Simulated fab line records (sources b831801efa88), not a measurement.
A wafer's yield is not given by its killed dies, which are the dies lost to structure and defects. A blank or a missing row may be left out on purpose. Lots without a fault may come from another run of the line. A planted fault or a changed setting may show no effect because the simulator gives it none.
A struck lot beside a sound one	flow gf180mcu	36 steps out of a route of 602
Sound: these wafers, L120.2, L120.3, L120.4. Struck: wafer L131.4 (left out: L131.2, L131.5 of the same lot, which were not struck); the cause appears at the end.
At each step with rows: each side's tool, then ch and its chambers, then its first start. Under that, the readings that differ: sound wafers	struck wafers	difference of the means	sigmas: that difference in standard deviations of wafers without a fault.
alike: readings with means less than 2 such deviations apart, plus words and numbers identical on both sides. not compared: withheld readings, readings lacking a value on some wafer, bounds such as >300 that could conceal the same value, and numbers that have no deviation in the record and whose values overlap.
A row with sigmas, a row that says differs or no value, or rows on one side alone: a step with any of these is where the two part. When numbers do not overlap yet have no deviation, they are printed without sigmas and do not part them. Lack of a reading on every wafer of one side parts them only where that side has two or more wafers.

first, 1 step without rows for these wafers: GF_M5_DEVELOP_06 (develop time 60 s).
GF_M5_CD_MEAS_07 targets a cd of 280 nm.
  sound on cd sem-01, day 25 23:50; struck on cd sem-02, day 29 18:58
reading	sound	struck	difference	sigmas
cd nm (nm)	281.4 280.7 281.7	278.3	-3.0	-2
GF_M5_OVL_MEAS_08:
  sound on overlay-02, day 25 23:56; struck on overlay-02, day 29 19:04
  alike: M5_OVL
then, 1 step without rows for these wafers: GF_M5_ETCH_09 (etches Si3N4 in CF4/O2, target depth 52 nm, time 11.6 s).
GF_M5_METAL_ETCH_10: etches the open film in Cl2/BCl3, stops on SiO2, target depth 750.8 nm, time 125.1 s.
  sound on rie metal-01 ch 0,1, day 25 23:59; struck on rie metal-01 ch 1, day 29 19:10
  alike: drypump motor current A, oes product au, throttle valve pct
  not compared: rf hours counter h
then, 4 steps without rows for these wafers: GF_M5_STRIP_11 (strips in O2/N2); GF_M5_STRIP_12 (strips in post etch residue remover, time 1200 s); GF_M5_CLEAN_13 (cleans in DIW); GF_V5_CVD_00 (deposits SiO2, target thk 300 nm, time 50 s).
GF_V5_THK_MEAS_01:
  sound on film metro-04, day 26 00:43; struck on film metro-03, day 29 19:59
  alike: V5_CVD_00_THK
GF_V5_CVD_02: deposits SiO2 from TEOS, target thk 1450 nm, time 163.28 s.
  sound on pecvd-01 ch 0,2, day 26 00:46; struck on pecvd-02 ch 2, day 29 20:02
  alike: heater power w
GF_V5_THK_MEAS_03:
  sound on film metro-03, day 26 00:53; struck on film metro-03, day 29 20:09
  alike: V5_CVD_02_THK
GF_V5_CMP_04: polishes SiO2.
  sound on cmp-01 ch 0,1,3, day 26 00:56; struck on cmp-02 ch 2, day 29 20:12
reading	sound	struck	difference	sigmas
slurry filter dp kPa (kPa)	13.69 13.45 13.56	13.23	-0.34	-3
model.SiO2_of_V5_CVD_02.thk nm (nm)	856.3 854.2 853.9	766.5	-88.3	
  alike: motor current A
GF_V5_BOW_MEAS_05:
  sound on film metro-04, day 26 01:15; struck on film metro-03, day 29 20:32
  alike: V5_BOW
then, 8 steps without rows for these wafers: GF_V5_DEHYDRATE_06 (time 60 s); GF_V5_HMDS_07 (prime time 60 s); GF_V5_COAT_08; GF_V5_COAT_09 (resist thk 1000 nm); GF_V5_SOFTBAKE_10 (time 60 s); GF_V5_EXPOSE_11 (exposes mask Via5, target cd 260 nm); GF_V5_PEB_12 (peb time 90 s); GF_V5_DEVELOP_13 (develop time 60 s).
GF_V5_CD_MEAS_14 targets a cd of 260 nm.
  sound on cd sem-02, day 26 22:22; struck on cd sem-02, day 30 14:46
  alike: cd nm
GF_V5_OVL_MEAS_15:
  sound on overlay-02, day 26 22:28; struck on overlay-02, day 30 14:52
  alike: V5_OVL
GF_V5_ETCH_16: etches BARC in N2/H2.
  sound on rie diel-01 ch 0,1,2, day 26 22:30; struck on rie diel-03 ch 1, day 30 14:54
reading	sound	struck	difference	sigmas
throttle valve pct (%)	13.218 13.233 13.221	13.205	-0.019	-2
  alike: drypump motor current A, oes product au
GF_V5_ETCH_17: etches SiO2 in C4F8/O2/Ar, stops on TiN, target depth 855 nm.
  sound on rie diel-01 ch 0,1,2; struck on rie diel-03 ch 1
reading	sound	struck	difference	sigmas
oes product au (a.u.)	0.856 0.850 0.858	0.811	-0.044	-9
model.V5.feature depth nm (nm)	856.3 854.2 853.9	766.5	-88.3	
model.etch.depth nm (nm)	856.3 854.2 853.9	766.5	-88.3	
then, 3 steps without rows for these wafers: GF_V5_STRIP_18 (strips in O2/N2); GF_V5_STRIP_19 (strips in post etch residue remover, time 1200 s); GF_V5_CLEAN_20 (cleans in DIW).
GF_V5_SPUTTER_21: material Ti, target thk 15 nm, time 80.02 s.
  sound on pvd sputter-01, day 26 23:16; struck on pvd sputter-01, day 30 15:35
  alike: throttle valve pct
GF_V5_SPUTTER_22: material TiN, target thk 10 nm, time 40 s.
  sound on pvd sputter-01, day 26 23:19; struck on pvd sputter-01, day 30 15:38
  alike: throttle valve pct
then, 1 step without rows for these wafers: GF_V5_CVD_23 (deposits W, target thk 350 nm, time 104.9 s).
GF_V5_RS_MEAS_24: a four-point-probe measurement.
  sound on film metro-01, day 26 23:29; struck on film metro-04, day 30 15:49
  alike: V5_W_RS
GF_V5_THK_MEAS_25: measures by xrf.
  sound on film metro-01, day 26 23:36; struck on film metro-04, day 30 15:55
  alike: V5_W_THK
GF_V5_CMP_26: polishes, stops on SiO2, t overpolish 15 s, target thk 0 nm.
  sound on cmp-02 ch 0,2,3, day 26 23:39; struck on cmp-02 ch 2, day 30 15:58
reading	sound	struck	difference	sigmas
model.SiO2_of_V5_CVD_02.thk nm (nm)	852.5 850.4 850.1	762.8	-88.2	
  alike: motor current A, slurry filter dp kPa
then, 1 step without rows for these wafers: GF_TOP_METAL_SPUTTER_00 (material Ti, target thk 37.5 nm, time 150 s).

## WHERE THEY PART
Earliest at GF_M5_CD_MEAS_07; latest, in this record, at GF_V5_ETCH_17. Later steps at which nothing parts them and some readings are alike: GF_V5_SPUTTER_21, GF_V5_SPUTTER_22, GF_V5_RS_MEAS_24, GF_V5_THK_MEAS_25, GF_V5_CMP_26.

WHY: what had been put in by the simulator
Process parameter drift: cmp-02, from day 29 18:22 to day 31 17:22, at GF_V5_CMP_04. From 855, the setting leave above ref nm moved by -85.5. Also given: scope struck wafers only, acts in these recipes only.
